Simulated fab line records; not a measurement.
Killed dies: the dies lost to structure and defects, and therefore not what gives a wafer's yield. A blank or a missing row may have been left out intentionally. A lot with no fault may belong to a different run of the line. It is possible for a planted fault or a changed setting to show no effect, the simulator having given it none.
fab line records	flow sky130
record: lots: 5	wafers: 15	last-day: 49
route steps=708 shown SD_P@327 RES_XHIGH@332 SD_N@342 SALICIDE@361 LI_CONTACT@362 PAD_OPEN@708
lots that met no fault: from a run of the same line without faults
start-h: hours from the record's first day to the start of the lot's first wafer shown	wait-h: hours elapsed since this lot's preceding step	" identical to the entry in the row above	L1.1+2: one row covering several wafers at once	- no value present, or no start provided	* or withheld: withheld	< > ~ a bound
route shown NAME@n: a module of which the file shows steps, and the number in the route of the first	usual: mean/standard deviation of fault-free wafers	same: alike in all rows	chamber/n: place in a boat	sites: readings site by site	_std_site: standard deviation of those values	_edge_site: outer sites' mean less inner sites'	radius-mm: how far each site lies from the wafer's centre	mask NAME#n: copy n	behind: the tool/chamber that last shaped the wafer	hold: cause of the lot's hold/its duration in hours/its outcome	device: the transistor (n, p or np) that didn't switch	end of line: the same wafers' tests at the end of the route	step lacking rows: just its recipe	killed: dies that structure and defects cost at the first sort, which is not the same as the wafer's yield	map: the dies of a wafer, with x for killed, . for not killed, _ for no die there
set.NAME: the setting as run; set.NAME@STEP: as run at that earlier step	model.NAME: the simulator's own value behind a step, which no gauge read
lots seen at some steps along the route; tables by step, rows by wafer
services: the hour from which a tool's chamber was out of use, counted from the record's first day as start-h (under 0 if before that day), plus the number of hours and why
== steps ==
step: SKY_SD_P_CD_MEAS_07
recipe: target-cd-nm: 380
usual: cd-nm: 379.2/2.4
lot.wafer	tool	chamber	start-h	wait-h	cd-nm
L209.2	cd-sem-01	-	604.35	0.1	378.0
L209.3	"	-	"	"	376.1
L209.5	"	-	"	"	376.8
L212.1	cd-sem-02	-	630.97	0.1	378.5
L212.2	"	-	"	"	378.1
L212.6	"	-	"	"	378.8
L214.2	cd-sem-01	-	645.05	0.1	374.7
L214.3	"	-	"	"	377.0
L214.5	"	-	"	"	376.1
L213.2	cd-sem-02	-	646.66	0.1	380.1
L213.3	"	-	"	"	378.6
L213.5	"	-	"	"	381.3
L226.2	cd-sem-01	-	720.21	0.1	375.4
L226.4	"	-	"	"	375.2
L226.5	"	-	"	"	376.1
step: SKY_SD_P_OVL_MEAS_08
usual: SD_P_OVL: -0.4/1.5
lot.wafer	tool	chamber	start-h	wait-h	SD_P_OVL[nm]
L209.2	overlay-02	-	604.46	0.1	-2.8
L209.3	"	-	"	"	-2.8
L209.5	"	-	"	"	-0.7
L212.1	overlay-02	-	631.09	0.1	1.5
L212.2	"	-	"	"	2.9
L212.6	"	-	"	"	-0.1
L214.2	overlay-01	-	645.16	0.1	0.4
L214.3	"	-	"	"	0.6
L214.5	"	-	"	"	-3.0
L213.2	overlay-01	-	646.76	0.1	-1.2
L213.3	"	-	"	"	-0.6
L213.5	"	-	"	"	0.0
L226.2	overlay-02	-	720.31	0.1	0.0
L226.4	"	-	"	"	-1.1
L226.5	"	-	"	"	-0.5
step: SKY_SD_P_IMPLANT_09
recipe: species: BF2	energy-kev: 20	dose-cm2: 3e+15	tilt-deg: 0
step: SKY_SD_P_STRIP_10
recipe: chemistry: O2/N2	power-w: 1400	pressure-mtorr: 1500	platen-temp-c: withheld	o2-flow-sccm: 3000	n2-flow-sccm: 300	overash-fraction: 0.5
usual: drypump-motor-current-A: 5.6/0.32	oes-product-au: 0.617/0.0044	strip-time-to-endpoint-s: 17.51/0.031
lot.wafer	tool	chamber	start-h	wait-h	drypump-motor-current-A	oes-product-au	rf-hours-counter-h	strip-time-to-endpoint-s
L209.2	plasma-asher-03	0	604.64	0.1	5.1	0.613	84	17.51
L209.3	"	1	"	"	5.9	0.615	-	17.50
L209.5	"	0	"	"	5.1	0.615	-	17.53
L212.1	plasma-asher-02	0	631.27	0.1	5.4	0.619	18	17.48
L212.2	"	1	"	"	6.0	0.624	18	17.55
L212.6	"	0	"	"	5.4	0.618	-	17.49
L214.2	plasma-asher-01	0	645.34	0.1	5.6	0.607	47	17.50
L214.3	"	1	"	"	5.7	0.613	-	17.50
L214.5	"	1	"	"	5.7	0.614	-	17.51
L213.2	plasma-asher-02	1	646.94	0.1	6.0	0.618	20	17.52
L213.3	"	0	"	"	5.4	0.618	-	17.53
L213.5	"	0	"	"	5.4	0.613	-	17.53
L226.2	plasma-asher-03	0	720.49	0.1	5.1	0.617	96	17.56
L226.4	"	1	"	"	5.9	0.615	-	17.62
L226.5	"	0	"	"	5.1	0.617	-	17.54
step: SKY_SD_P_TW_MEAS_11
usual: SD_P_TW: 2808/26
lot.wafer	tool	chamber	start-h	wait-h	SD_P_TW
L209.2	film-metro-03	-	604.75	0.1	2767
L209.3	"	-	"	"	2767
L209.5	"	-	"	"	2773
L212.1	film-metro-04	-	631.37	0.1	2836
L212.2	"	-	"	"	2823
L212.6	"	-	"	"	2831
L214.2	film-metro-03	-	645.45	0.1	2789
L214.3	"	-	"	"	2795
L214.5	"	-	"	"	2777
L213.2	film-metro-04	-	647.05	0.1	2841
L213.3	"	-	"	"	2826
L213.5	"	-	"	"	2833
L226.2	film-metro-02	-	720.60	0.1	2811
L226.4	"	-	"	"	2815
L226.5	"	-	"	"	2821
step: SKY_RES_XHIGH_DEHYDRATE_00
recipe: temp-c: 200	time-s: 60
step: SKY_RES_XHIGH_HMDS_01
recipe: prime-time-s: 60	prime-temp-c: 120
step: SKY_RES_XHIGH_COAT_02
recipe: resist: NOVOLAK	spin-rpm: 3000	resist-thk-nm: 1140
step: SKY_RES_XHIGH_SOFTBAKE_03
recipe: temp-c: 90	time-s: 60	resist: NOVOLAK
step: SKY_RES_XHIGH_EXPOSE_04
recipe: mask-id: URPM	na: 0.6	source-shape: conventional	sigma-outer: 0.6	polarization: unpolarized	target-cd-nm: 1270	dose-mj: 140
step: SKY_RES_XHIGH_PEB_05
recipe: temp-c: withheld	time-s: *	resist: NOVOLAK
step: SKY_RES_XHIGH_DEVELOP_06
recipe: resist: NOVOLAK	developer: TMAH	develop-time-s: 60	dev-temp-c: 23
step: SKY_RES_XHIGH_IMPLANT_07
recipe: species: BF2	energy-kev: 20	dose-cm2: 3.6e+14	tilt-deg: 0
lot.wafer	tool	chamber	start-h	wait-h
L209.2+3+5	implanter-01	0	634.01	0.1
L212.1+2+6	implanter-02	0	660.62	0.1
L214.2+3+5	implanter-03	0	673.99	0.1
L213.2+3+5	implanter-03	0	675.41	0.1
L226.2+4+5	implanter-01	0	748.26	0.1
step: SKY_RES_XHIGH_STRIP_08
recipe: chemistry: O2/N2	power-w: 1400	pressure-mtorr: 1500	platen-temp-c: withheld	o2-flow-sccm: 3000	n2-flow-sccm: 300	overash-fraction: 0.5
usual: drypump-motor-current-A: 5.58/0.27	oes-product-au: 0.710/0.0045	strip-time-to-endpoint-s: 14.28/0.035
lot.wafer	tool	chamber	start-h	wait-h	drypump-motor-current-A	oes-product-au	rf-hours-counter-h	strip-time-to-endpoint-s
L209.2	plasma-asher-03	1	634.14	0.1	5.86	0.706	87	14.29
L209.3	"	1	"	"	5.88	0.707	-	14.28
L209.5	"	0	"	"	5.13	0.710	-	14.34
L212.1	plasma-asher-03	0	660.77	0.1	5.13	0.711	90	14.29
L212.2	"	1	"	"	5.88	0.717	90	14.27
L212.6	"	0	"	"	5.14	0.711	-	14.32
L214.2	plasma-asher-01	1	674.12	0.1	5.69	0.709	49	14.31
L214.3	"	1	"	"	5.70	0.705	-	14.31
L214.5	"	0	"	"	5.55	0.712	-	14.29
L213.2	plasma-asher-01	0	675.54	0.1	5.55	0.710	49	14.35
L213.3	"	0	"	"	5.56	0.711	-	14.33
L213.5	"	1	"	"	5.69	0.714	-	14.29
L226.2	plasma-asher-04	0	748.39	0.1	5.41	0.711	0	14.24
L226.4	"	1	"	"	5.92	0.710	-	14.27
L226.5	"	0	"	"	5.40	0.718	-	14.25
step: SKY_RES_XHIGH_TW_MEAS_09
usual: RES_XHIGH_TW: 1633/15
lot.wafer	tool	chamber	start-h	wait-h	RES_XHIGH_TW
L209.2	film-metro-03	-	634.25	0.1	1609
L209.3	"	-	"	"	1613
L209.5	"	-	"	"	1617
L212.1	film-metro-03	-	660.87	0.1	1605
L212.2	"	-	"	"	1602
L212.6	"	-	"	"	1606
L214.2	film-metro-04	-	674.23	0.1	1648
L214.3	"	-	"	"	1654
L214.5	"	-	"	"	1640
L213.2	film-metro-04	-	675.65	0.1	1647
L213.3	"	-	"	"	1648
L213.5	"	-	"	"	1649
L226.2	film-metro-03	-	748.50	0.1	1609
L226.4	"	-	"	"	1614
L226.5	"	-	"	"	1609
step: SKY_SD_N_DEHYDRATE_00
recipe: temp-c: 200	time-s: 60
step: SKY_SD_N_HMDS_01
recipe: prime-time-s: 60	prime-temp-c: 120
step: SKY_SD_N_COAT_02
recipe: resist: NOVOLAK	spin-rpm: 3000	resist-thk-nm: 1140
step: SKY_SD_N_SOFTBAKE_03
recipe: temp-c: 90	time-s: 60	resist: NOVOLAK
step: SKY_SD_N_EXPOSE_04
recipe: mask-id: NSDM	na: 0.6	source-shape: conventional	sigma-outer: 0.6	polarization: unpolarized	target-cd-nm: 380	dose-mj: 141
step: SKY_SD_N_PEB_05
recipe: temp-c: withheld	time-s: *	resist: NOVOLAK
step: SKY_SD_N_DEVELOP_06
recipe: resist: NOVOLAK	developer: TMAH	develop-time-s: 60	dev-temp-c: 23
step: SKY_SD_N_CD_MEAS_07
recipe: target-cd-nm: 380
usual: cd-nm: 380.7/2.2
lot.wafer	tool	chamber	start-h	wait-h	cd-nm
L209.2	cd-sem-01	-	662.94	0.1	380.7
L209.3	"	-	"	"	379.3
L209.5	"	-	"	"	380.1
L212.1	cd-sem-02	-	688.58	0.1	381.9
L212.2	"	-	"	"	381.3
L212.6	"	-	"	"	383.0
L214.2	cd-sem-01	-	701.58	0.1	377.6
L214.3	"	-	"	"	379.5
L214.5	"	-	"	"	376.1
L213.2	cd-sem-02	-	702.83	0.1	382.3
L213.3	"	-	"	"	383.4
L213.5	"	-	"	"	382.1
L226.2	cd-sem-02	-	774.80	0.1	379.7
L226.4	"	-	"	"	377.0
L226.5	"	-	"	"	380.9
step: SKY_SD_N_OVL_MEAS_08
usual: SD_N_OVL: 0.9/1.3
lot.wafer	tool	chamber	start-h	wait-h	SD_N_OVL[nm]
L209.2	overlay-02	-	663.04	0.1	-0.8
L209.3	"	-	"	"	-0.2
L209.5	"	-	"	"	-1.2
L212.1	overlay-01	-	688.70	0.1	-0.4
L212.2	"	-	"	"	2.1
L212.6	"	-	"	"	0.0
L214.2	overlay-02	-	701.69	0.1	0.3
L214.3	"	-	"	"	-0.4
L214.5	"	-	"	"	-1.9
L213.2	overlay-01	-	702.94	0.1	0.5
L213.3	"	-	"	"	0.9
L213.5	"	-	"	"	-0.5
L226.2	overlay-02	-	774.91	0.1	1.1
L226.4	"	-	"	"	0.4
L226.5	"	-	"	"	0.8
step: SKY_SD_N_IMPLANT_09
recipe: species: As	energy-kev: 50	dose-cm2: 4e+15	tilt-deg: 0
step: SKY_SD_N_IMPLANT_10
recipe: species: P	energy-kev: 20	dose-cm2: 1e+14	tilt-deg: 0
step: SKY_SD_N_STRIP_11
recipe: chemistry: O2/N2	power-w: 1400	pressure-mtorr: 1500	platen-temp-c: withheld	o2-flow-sccm: 3000	n2-flow-sccm: 300	overash-fraction: 0.5
usual: drypump-motor-current-A: 5.6/0.33	oes-product-au: 0.527/0.0049	strip-time-to-endpoint-s: 22.56/0.04
lot.wafer	tool	chamber	start-h	wait-h	drypump-motor-current-A	oes-product-au	rf-hours-counter-h	strip-time-to-endpoint-s
L209.2	plasma-asher-02	1	663.37	0.1	6.0	0.526	22	22.57
L209.3	"	1	"	"	6.0	0.528	-	22.59
L209.5	"	0	"	"	5.4	0.525	-	22.56
L212.1	plasma-asher-02	1	689.04	0.1	6.0	0.528	24	22.63
L212.2	"	0	"	"	5.4	0.540	24	22.62
L212.6	"	0	"	"	5.4	0.530	-	22.60
L214.2	plasma-asher-03	0	702.02	0.1	5.1	0.518	94	22.64
L214.3	"	1	"	"	5.9	0.528	-	22.57
L214.5	"	1	"	"	5.9	0.531	-	22.65
L213.2	plasma-asher-02	0	703.27	0.1	5.4	0.529	26	22.56
L213.3	"	0	"	"	5.4	0.528	-	22.56
L213.5	"	1	"	"	6.0	0.522	-	22.57
L226.2	plasma-asher-03	1	775.24	0.1	5.9	0.525	101	22.57
L226.4	"	0	"	"	5.1	0.536	-	22.55
L226.5	"	0	"	"	5.1	0.532	-	22.50
step: SKY_SD_N_TW_MEAS_12
usual: SD_N_TW: 3972/33
lot.wafer	tool	chamber	start-h	wait-h	SD_N_TW
L209.2	film-metro-03	-	663.48	0.1	3913
L209.3	"	-	"	"	3893
L209.5	"	-	"	"	3909
L212.1	film-metro-03	-	689.14	0.1	3943
L212.2	"	-	"	"	3938
L212.6	"	-	"	"	3929
L214.2	film-metro-02	-	702.13	0.1	3981
L214.3	"	-	"	"	4002
L214.5	"	-	"	"	3955
L213.2	film-metro-04	-	703.38	0.1	4009
L213.3	"	-	"	"	3976
L213.5	"	-	"	"	3999
L226.2	film-metro-02	-	775.35	0.1	3941
L226.4	"	-	"	"	3931
L226.5	"	-	"	"	3933
step: SKY_SD_N_CLEAN_13
recipe: chemistry: SC1/SC2	mix: 1:4:20	temp-c: 70	time-s: 150	dry: n2-spin
step: SKY_SD_N_RTA_14
recipe: temp-c: 1075	time-s: 2	idle-temp-c: 650	ramp-up-c-per-s: 150	ramp-down-c-per-s: 90	ambient: N2
usual: lamp-power-pct: 15.74/0.052	wafer_temp_C_max: 1078.0/1.2
lot.wafer	tool	chamber	start-h	wait-h	lamp-power-pct	wafer_temp_C_max
L209.2	rtp-anneal-02	0	663.59	0.0	15.66	1078.0
L209.3	"	0	"	"	15.66	1079.2
L209.5	"	0	"	"	15.76	1077.0
L212.1	rtp-anneal-02	0	689.25	0.0	15.78	1078.6
L212.2	"	0	"	"	15.73	1077.4
L212.6	"	0	"	"	15.78	1077.7
L214.2	rtp-anneal-01	0	702.29	0.0	15.82	1076.6
L214.3	"	0	"	"	15.63	1077.7
L214.5	"	0	"	"	15.74	1076.3
L213.2	rtp-anneal-02	0	703.49	0.0	15.75	1078.3
L213.3	"	0	"	"	15.83	1075.9
L213.5	"	0	"	"	15.83	1078.0
L226.2	rtp-anneal-02	0	775.46	0.0	15.73	1078.2
L226.4	"	0	"	"	15.72	1078.2
L226.5	"	0	"	"	15.67	1079.3
step: SKY_SD_N_RS_MEAS_16
recipe: thk-meas-gauge: four-point-probe
usual: SD_N_RS: 68.61/0.12
lot.wafer	tool	chamber	start-h	wait-h	SD_N_RS[ohm/sq]
L209.2	film-metro-04	-	663.78	0.1	68.91
L209.3	"	-	"	"	68.82
L209.5	"	-	"	"	68.53
L212.1	film-metro-02	-	689.42	0.1	68.56
L212.2	"	-	"	"	68.66
L212.6	"	-	"	"	68.60
L214.2	film-metro-03	-	702.47	0.1	68.47
L214.3	"	-	"	"	68.73
L214.5	"	-	"	"	68.43
L213.2	film-metro-03	-	703.67	0.1	68.46
L213.3	"	-	"	"	68.43
L213.5	"	-	"	"	68.51
L226.2	film-metro-02	-	775.68	0.1	68.70
L226.4	"	-	"	"	68.60
L226.5	"	-	"	"	68.50
step: SKY_SD_N_RS_MEAS_17
recipe: thk-meas-gauge: four-point-probe
usual: SD_P_RS: 147.1/0.42
lot.wafer	tool	chamber	start-h	wait-h	SD_P_RS[ohm/sq]
L209.2	film-metro-04	-	663.90	0.1	147.7
L209.3	"	-	"	"	147.2
L209.5	"	-	"	"	147.0
L212.1	film-metro-02	-	689.54	0.1	147.4
L212.2	"	-	"	"	147.7
L212.6	"	-	"	"	147.7
L214.2	film-metro-03	-	702.59	0.1	146.8
L214.3	"	-	"	"	146.9
L214.5	"	-	"	"	146.3
L213.2	film-metro-03	-	703.79	0.1	146.8
L213.3	"	-	"	"	146.7
L213.5	"	-	"	"	146.4
L226.2	film-metro-02	-	775.80	0.1	147.7
L226.4	"	-	"	"	147.4
L226.5	"	-	"	"	146.8
step: SKY_SD_N_RS_MEAS_18
recipe: thk-meas-gauge: four-point-probe
usual: RES_XHIGH_RS: 333.5/1.2
lot.wafer	tool	chamber	start-h	wait-h	RES_XHIGH_RS[ohm/sq]
L209.2	film-metro-04	-	664.02	0.1	333.8
L209.3	"	-	"	"	334.1
L209.5	"	-	"	"	333.2
L212.1	film-metro-02	-	689.66	0.1	334.4
L212.2	"	-	"	"	333.4
L212.6	"	-	"	"	332.6
L214.2	film-metro-03	-	702.71	0.1	333.8
L214.3	"	-	"	"	334.7
L214.5	"	-	"	"	332.8
L213.2	film-metro-03	-	703.91	0.1	334.1
L213.3	"	-	"	"	333.7
L213.5	"	-	"	"	334.5
L226.2	film-metro-02	-	775.92	0.1	336.6
L226.4	"	-	"	"	332.4
L226.5	"	-	"	"	335.2
step: SKY_SALICIDE_CLEAN_00
recipe: chemistry: HF-last	time-s: 30	dilution: 100:1	dry: ipa-marangoni
step: SKY_LI_CONTACT_HDPCVD_00
recipe: material: PSG	target-thk-nm: 930	sigma-open-frac: 0.3	time-s: 155	temp-c: 600	sih4-flow-sccm: 60	pressure-mtorr: 6
step: SKY_LI_CONTACT_THK_MEAS_01
recipe: reads: PSG_of_LI_CONTACT_HDPCVD_00
usual: LI_CONTACT_HDPCVD_THK: 932/13
lot.wafer	tool	chamber	start-h	wait-h	LI_CONTACT_HDPCVD_THK[nm]
L209.2	film-metro-04	-	664.25	0.1	919
L209.3	"	-	"	"	948
L209.5	"	-	"	"	916
L212.1	film-metro-02	-	690.12	0.3	935
L212.2	"	-	"	"	938
L212.6	"	-	"	"	922
L214.2	film-metro-04	-	702.94	0.1	933
L214.3	"	-	"	"	916
L214.5	"	-	"	"	939
L213.2	film-metro-04	-	704.16	0.1	919
L213.3	"	-	"	"	953
L213.5	"	-	"	"	949
L226.2	film-metro-02	-	776.15	0.1	929
L226.4	"	-	"	"	933
L226.5	"	-	"	"	938
step: SKY_LI_CONTACT_CMP_02
recipe: material: PSG	down-force-psi: 4	platen-rpm: 60	pad-velocity-m-s: 0.94248
usual: motor-current-A: 11.9/1.2	platen-rpm: 60.00/0.038	time-to-endpoint-s: 34/3.7
lot.wafer	tool	chamber	start-h	wait-h	motor-current-A	platen-rpm	time-to-endpoint-s
L209.2	cmp-01	0	664.30	0.0	10.2	59.98	32
L209.3	"	2	"	"	11.4	59.98	34
L209.5	"	0	"	"	10.4	59.97	31
L212.1	cmp-01	1	690.18	0.1	10.9	60.05	39
L212.2	"	2	"	"	11.5	60.05	35
L212.6	"	2	"	"	11.2	60.04	32
L214.3	cmp-02	0	703.04	0.1	11.7	60.02	37
L214.2	"	2	"	"	14.5	60.00	30
L214.5	"	0	"	"	11.3	59.96	39
L213.2	cmp-02	1	704.26	0.1	11.9	60.03	25
L213.3	"	2	"	"	13.7	59.92	34
L213.5	"	1	"	"	11.5	60.00	30
L226.4	cmp-01	2	776.25	0.1	11.1	59.98	38
L226.2	"	3	"	"	11.2	60.00	35
L226.5	"	1	"	"	11.4	59.98	41
step: SKY_LI_CONTACT_BOW_MEAS_03
recipe: mode: bow
usual: LI_CONTACT_BOW: 58/6.4
lot.wafer	tool	chamber	start-h	wait-h	LI_CONTACT_BOW[um]
L209.2	film-metro-02	-	664.62	0.3	59
L209.3	"	-	"	"	62
L209.5	"	-	"	"	63
L212.1	film-metro-04	-	690.48	0.2	46
L212.2	"	-	"	"	62
L212.6	"	-	"	"	57
L214.2	film-metro-03	-	703.31	0.1	50
L214.3	"	-	"	"	60
L214.5	"	-	"	"	65
L213.2	film-metro-02	-	704.53	0.2	64
L213.3	"	-	"	"	61
L213.5	"	-	"	"	58
L226.2	film-metro-02	-	776.52	0.2	63
L226.4	"	-	"	"	55
L226.5	"	-	"	"	60
step: SKY_LI_CONTACT_DEHYDRATE_04
recipe: temp-c: 200	time-s: 60
step: SKY_LI_CONTACT_HMDS_05
recipe: prime-time-s: 60	prime-temp-c: 120
step: SKY_LI_CONTACT_COAT_06
recipe: resist: BARC	temp-c: withheld	time-s: withheld	spin-rpm: 3000	resist-thk-nm: 60
step: SKY_PAD_OPEN_PROBE_99
usual: killed_at_M0_to_M3: 43/6.1	killed_at_M4_up: 3.5/2	killed-at-contacts: 25/5.1	killed-at-front-end: 14/4.2	killed-at-other: 0.3/0.55	killed-dies: 86/8.3	killed-on-rim: 17/3.7	killed-open: 46/7.2	killed-short: 39/6
same: gross-dies: 492	killed-at-back-side: 0
lot.wafer	tool	chamber	start-h	wait-h	killed_at_M0_to_M3	killed_at_M4_up	killed-at-contacts	killed-at-front-end	killed-at-other	killed-dies	killed-on-rim	killed-open	killed-short	model.etest.res-xhigh-po.rs-ohm-sq-range
L209.2	prober-01	-	1086.04	0.1	43	1	32	20	1	97	22	51	46	64.72
L209.3	prober-01	-	1086.09	0.2	47	3	24	16	0	90	18	46	44	69.03
L209.5	prober-01	-	1086.19	0.2	45	2	25	16	0	88	24	48	40	86.37
L212.1	prober-01	-	1106.64	0.1	41	5	25	17	0	88	22	56	32	61.16
L212.2	prober-01	-	1106.69	0.1	53	5	26	12	0	96	15	54	42	45.95
L212.6	prober-01	-	1106.89	0.2	35	5	21	11	0	72	14	35	37	64.46
L213.2	prober-02	-	1112.98	0.1	45	6	23	13	0	87	18	40	47	44.01
L213.3	prober-02	-	1113.03	0.2	39	5	17	12	0	73	10	38	35	70.45
L213.5	prober-02	-	1113.13	0.2	45	2	26	8	0	81	22	39	42	44.85
L214.2	prober-01	-	1115.38	0.1	45	7	15	14	2	83	15	43	38	182.9
L214.3	prober-01	-	1115.43	0.2	38	4	24	17	1	84	18	43	39	166.9
L214.5	prober-01	-	1115.53	0.2	42	5	25	17	0	89	24	47	41	175.1
L226.2	prober-02	-	1165.00	0.1	54	3	19	16	1	93	13	50	43	270.8
L226.4	prober-02	-	1165.10	0.2	45	5	16	14	0	80	12	48	32	92.49
L226.5	prober-02	-	1165.15	0.2	35	4	22	13	0	74	12	36	38	263
killed by level:class
L209.2 LI_CONTACT:geometric-particle:open=11 CONTACT:geometric-particle:open=10 METAL1:geometric-particle:short=9 VIA1:geometric-particle:open=8 METAL2:geometric-particle:short=7 FIELD_ISO:geometric-particle:open=6 VIA2:geometric-particle:open=6 POLY_GATE:geometric-particle:short=5
L209.3 VIA1:geometric-particle:open=11 FIELD_ISO:geometric-particle:short=9 VIA3:geometric-particle:open=9 LI_CONTACT:geometric-particle:open=7 CONTACT:geometric-particle:open=7 METAL1:geometric-particle:short=7 POLY_GATE:geometric-particle:open=4 LI_CONTACT:geometric-particle:short=4
L209.5 VIA1:geometric-particle:open=10 CONTACT:geometric-particle:open=9 CONTACT:geometric-particle:short=7 VIA1:geometric-particle:short=7 VIA2:geometric-particle:open=7 METAL3:geometric-particle:short=5 VIA3:geometric-particle:short=5 POLY_GATE:geometric-particle:open=4
L212.1 CONTACT:geometric-particle:open=9 VIA2:geometric-particle:open=9 VIA1:geometric-particle:open=9 POLY_GATE:geometric-particle:short=7 LI_CONTACT:geometric-particle:open=7 VIA3:geometric-particle:open=5 FIELD_ISO:geometric-particle:open=4 SPACER:geometric-particle:open=4
L212.2 VIA2:geometric-particle:open=13 CONTACT:geometric-particle:open=12 VIA1:geometric-particle:open=10 VIA2:geometric-particle:short=6 CONTACT:geometric-particle:short=5 METAL1:geometric-particle:short=5 VIA1:geometric-particle:short=5 METAL4:geometric-particle:short=5
L212.6 VIA1:geometric-particle:open=10 CONTACT:geometric-particle:open=7 CONTACT:geometric-particle:short=6 METAL1:geometric-particle:short=5 VIA1:geometric-particle:short=4 LI_CONTACT:geometric-particle:open=4 METAL2:geometric-particle:short=4 VIA3:geometric-particle:open=4
L213.2 VIA1:geometric-particle:open=11 CONTACT:geometric-particle:open=10 VIA2:geometric-particle:short=6 METAL2:geometric-particle:short=6 CONTACT:geometric-particle:short=5 VIA1:geometric-particle:short=5 METAL4:geometric-particle:short=5 VIA2:geometric-particle:open=5
L213.3 VIA1:geometric-particle:open=10 VIA3:geometric-particle:open=9 VIA1:geometric-particle:short=7 POLY_GATE:geometric-particle:short=5 LI_CONTACT:geometric-particle:open=5 CONTACT:geometric-particle:short=4 METAL4:geometric-particle:short=4 VIA2:geometric-particle:short=3
L213.5 VIA1:geometric-particle:open=9 METAL1:geometric-particle:short=8 VIA3:geometric-particle:open=7 CONTACT:geometric-particle:open=7 CONTACT:geometric-particle:short=6 LI_CONTACT:geometric-particle:open=5 VIA3:geometric-particle:short=5 FIELD_ISO:geometric-particle:open=4
L214.2 VIA1:geometric-particle:open=14 METAL2:geometric-particle:short=10 LI_CONTACT:geometric-particle:open=5 VIA2:geometric-particle:open=5 FIELD_ISO:geometric-particle:short=4 FIELD_ISO:geometric-particle:open=4 METAL4:geometric-particle:short=4 CONTACT:geometric-particle:short=4
L214.3 VIA3:geometric-particle:open=9 LI_CONTACT:geometric-particle:open=8 VIA1:geometric-particle:open=7 CONTACT:geometric-particle:open=7 CONTACT:geometric-particle:short=5 VIA3:geometric-particle:short=5 METAL2:geometric-particle:short=5 METAL4:geometric-particle:short=4
L214.5 VIA1:geometric-particle:open=13 METAL1:geometric-particle:short=8 POLY_GATE:geometric-particle:open=7 METAL2:geometric-particle:short=7 LI_CONTACT:geometric-particle:open=6 CONTACT:geometric-particle:open=6 CONTACT:geometric-particle:short=5 METAL4:geometric-particle:short=5
L226.2 VIA1:geometric-particle:open=10 VIA3:geometric-particle:open=8 METAL1:geometric-particle:short=7 VIA2:geometric-particle:open=7 CONTACT:geometric-particle:open=6 METAL2:geometric-particle:short=6 FIELD_ISO:geometric-particle:short=5 FIELD_ISO:geometric-particle:open=4
L226.4 VIA3:geometric-particle:open=10 VIA1:geometric-particle:open=8 LI_CONTACT:geometric-particle:open=7 CONTACT:geometric-particle:open=5 VIA3:geometric-particle:short=5 METAL4:geometric-particle:short=5 METAL1:geometric-particle:open=4 METAL1:geometric-particle:short=4
L226.5 CONTACT:geometric-particle:open=8 CONTACT:geometric-particle:short=7 VIA2:geometric-particle:open=6 VIA3:geometric-particle:open=6 LOCAL_INTERCONNECT:geometric-particle:short=5 VIA1:geometric-particle:open=5 METAL1:geometric-particle:short=4 METAL4:geometric-particle:short=4
== services ==
tool	chamber	start-h	hours	kind
cmp-02	-	583.24	3.9	repair
plasma-asher-01	-	597.76	4.1	repair
plasma-asher-02	-	611.32	0.3	repair
plasma-asher-03	-	612.80	1.3	repair
implanter-03	-	626.92	2.0	pm
cmp-02	-	632.09	0.9	repair
cmp-02	-	659.22	7.1	pm
plasma-asher-01	-	659.93	5.7	repair
plasma-asher-01	-	662.99	1.3	repair
implanter-03	-	678.24	2.0	repair
cmp-02	-	684.24	2.3	repair
cmp-02	-	689.27	0.3	repair
cmp-02	-	700.00	2.6	repair
implanter-01	-	703.31	4.2	pm
plasma-asher-01	-	703.80	2.8	pm
cmp-02	-	712.64	2.3	repair
implanter-03	-	730.69	18.5	pm
cmp-02	-	741.82	1.8	repair
cmp-01	-	744.25	4.0	pm
cmp-01	-	748.25	4.5	pm
implanter-03	-	751.81	8.4	repair
implanter-01	-	757.38	3.2	pm
cmp-01	-	763.07	1.6	repair
plasma-asher-03	-	764.58	2.8	pm
== key ==
first-sign none at tools or gauges
model-effect: step: SKY_PAD_OPEN_PROBE_99	value: etest.res-xhigh-po.rs-ohm-sq-range	without: 88.15	struck: 266.9
met-at SKY_RES_XHIGH_IMPLANT_07
struck-wafers L226.2,L226.5
tester-left-out L226
onset-between 634.01 748.26
fault: kind: process-parameter-drift	tool: implanter-01	chamber: -	onset-h: 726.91	steps: SKY_RES_XHIGH_IMPLANT_07	channel: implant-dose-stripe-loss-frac	offset: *	shape: step	end-h: 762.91	scope: struck-wafers-only
tester-left-out: of these lots the tester's yield and bins aren't shown, on N5 and GAA mostly nor the transistor test; their killed dies are dies lost to structure and defects alone, not to doping, threshold or leakage, so they don't give the yield
